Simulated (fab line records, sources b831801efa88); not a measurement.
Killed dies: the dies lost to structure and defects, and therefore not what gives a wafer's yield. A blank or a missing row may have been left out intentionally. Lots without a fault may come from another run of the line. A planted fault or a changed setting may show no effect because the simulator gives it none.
Which of the tools did it? | flow sky130 | 13 lots, 39 wafers sampled, at 3 steps of a route of 708

WHAT EACH GAUGE READ, for each wafer
SKY_VIA3_THK_MEAS_01. Usual: VIA3_HDPCVD_THK gives 1640 nm (standard deviation 18).
lot  | measured     | on            | VIA3_HDPCVD_THK (nm) | flag
L489 | day 39 04:35 | film metro-03 | 1671 1644 1649       |
L491 | day 39 05:51 | film metro-04 | 1647 1650 1649       |
L493 | day 39 19:04 | film metro-04 | 1650 1641 1633       |
L494 | day 40 01:28 | film metro-04 | 1633 1630 1645       |
L497 | day 41 00:25 | film metro-01 | 1611 1606 1622       |
L498 | day 41 06:41 | film metro-01 | 1616 1630 1636       |
L499 | day 41 14:02 | film metro-03 | 1658 1672 1660       |
L500 | day 41 18:42 | film metro-01 | 1615 1618 1617       |
L501 | day 42 00:14 | film metro-01 | 1645 1638 1627       |
L502 | day 42 13:20 | film metro-04 | 1623 1631 1645       |
L503 | day 42 14:47 | film metro-01 | 1622 1611 1613       |
L507 | day 43 21:56 | film metro-01 | 1625 1623 1639       |
L512 | day 45 18:29 | film metro-03 | 1658 1634 1656       |

SKY_VIA3_CD_MEAS_12: the cd target is 200 nm. Usual: 199.7 nm for cd nm, sd 1.5.
lot  | measured     | on        | cd nm (nm)        | flag
L489 | day 40 04:44 | cd sem-01 | 200.9 200.1 200.6 |
L491 | day 40 07:03 | cd sem-01 | 198.4 201.3 199.4 |
L493 | day 40 19:22 | cd sem-01 | 198.8 199.7 199.2 |
L494 | day 41 02:12 | cd sem-01 | 199.3 199.6 200.6 |
L497 | day 42 00:55 | cd sem-02 | 198.2 198.6 198.7 |
L498 | day 42 07:02 | cd sem-02 | 201.4 200.2 199.6 |
L499 | day 42 13:54 | cd sem-02 | 200.1 199.7 200.9 |
L500 | day 42 18:30 | cd sem-02 | 200.4 199.1 201.4 |
L501 | day 43 00:19 | cd sem-01 | 200.9 199.8 200.2 |
L502 | day 43 12:51 | cd sem-02 | 200.1 202.2 201.4 |
L503 | day 43 14:08 | cd sem-01 | 200.1 200.8 200.6 |
L507 | day 44 20:05 | cd sem-01 | 180.6 140.8 181.5 | OFF
L512 | day 46 15:05 | cd sem-01 | 199.4 199.7 199.9 |

WHAT TOOL EACH LOT RAN ON (gives the tool, then ch and the chambers of the sampled wafers, and finally the start)
lot  | SKY_VIA3_EXPOSE_09
L489 | krf scanner-02 ch 0, day 39 16:56
L491 | krf scanner-01 ch 0, day 39 19:07
L493 | krf scanner-02 ch 0, day 40 07:54
L494 | krf scanner-02 ch 0, day 40 14:08
L497 | krf scanner-01 ch 0, day 41 13:12
L498 | krf scanner-02 ch 0, day 41 19:13
L499 | krf scanner-01 ch 0, day 42 02:41
L500 | krf scanner-02 ch 0, day 42 07:25
L501 | krf scanner-02 ch 0, day 42 12:44
L502 | krf scanner-01 ch 0, day 43 01:35
L503 | krf scanner-01 ch 0, day 43 03:10
L507 | krf scanner-02 ch 0, day 44 09:40
L512 | krf scanner-01 ch 0, day 46 05:11
- SKY_VIA3_EXPOSE_09: exposes mask VIM3, target cd 200 nm.

WHAT THE TOOLS THEMSELVES READ (means of the sampled wafers that have a number; where no wafer has one, the mark that the record gives instead)
SKY_VIA3_EXPOSE_09. Usual: 37.94 for exposure dose mJ cm2, sd 0.05.
lot  | tool           | exposure dose mJ cm2 | flag
L489 | krf scanner-02 | 37.89                |
L491 | krf scanner-01 | 37.96                |
L493 | krf scanner-02 | 37.91                |
L494 | krf scanner-02 | 37.87                |
L497 | krf scanner-01 | 38.01                |
L498 | krf scanner-02 | 37.93                |
L499 | krf scanner-01 | 37.97                |
L500 | krf scanner-02 | 37.92                |
L501 | krf scanner-02 | 37.89                |
L502 | krf scanner-01 | 37.99                |
L503 | krf scanner-01 | 37.97                |
L507 | krf scanner-02 | 39.00                | OFF
L512 | krf scanner-01 | 37.95                |

THE ANSWER, worked out from the rows above alone
Rule: lot off if the mean of its wafers having a number is beyond 3 standard deviations from the usual mean. Also off: a lot with no number at a reading for which 4 or more lots have one. All remaining lots with rows at the step are treated as sound. First the gauges in route order, then the tools' own readings, where a lot's mean is used as printed above. The first step at which some lot is off is used, and at that step the reading that is off furthest; a lot without a number counts as furthest.
Off: L507 (SKY_VIA3_CD_MEAS_12, cd nm).
If a tool, at a process step before that reading, ran all the lots that are off and no sound lot after the first of them, it fits. The gauges at SKY_VIA3_CD_MEAS_12 aren't tried: what is off there is off at SKY_VIA3_EXPOSE_09 too, on other tools, and a gauge's error can't cause that. One fits: SKY_VIA3_EXPOSE_09 on krf scanner-02. Its last sound lot is L501 (day 42 12:44), its first lot that is off L507 (day 44 09:40): a fault that began between those two fits.
On the lots that are off, the tool's own readings at SKY_VIA3_EXPOSE_09 differ by more than 5 times the standard deviation of the sound lots' means, which bears it out; exposure dose mJ cm2 reads 39.00 there versus 37.94 on the sound lots.

WHAT WAS PUT IN BY THE SIMULATOR
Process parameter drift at SKY_VIA3_EXPOSE_09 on krf scanner-02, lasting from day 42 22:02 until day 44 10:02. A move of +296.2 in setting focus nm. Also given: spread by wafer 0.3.
Lots struck among those shown: L507. The rule given above showed the same thing.
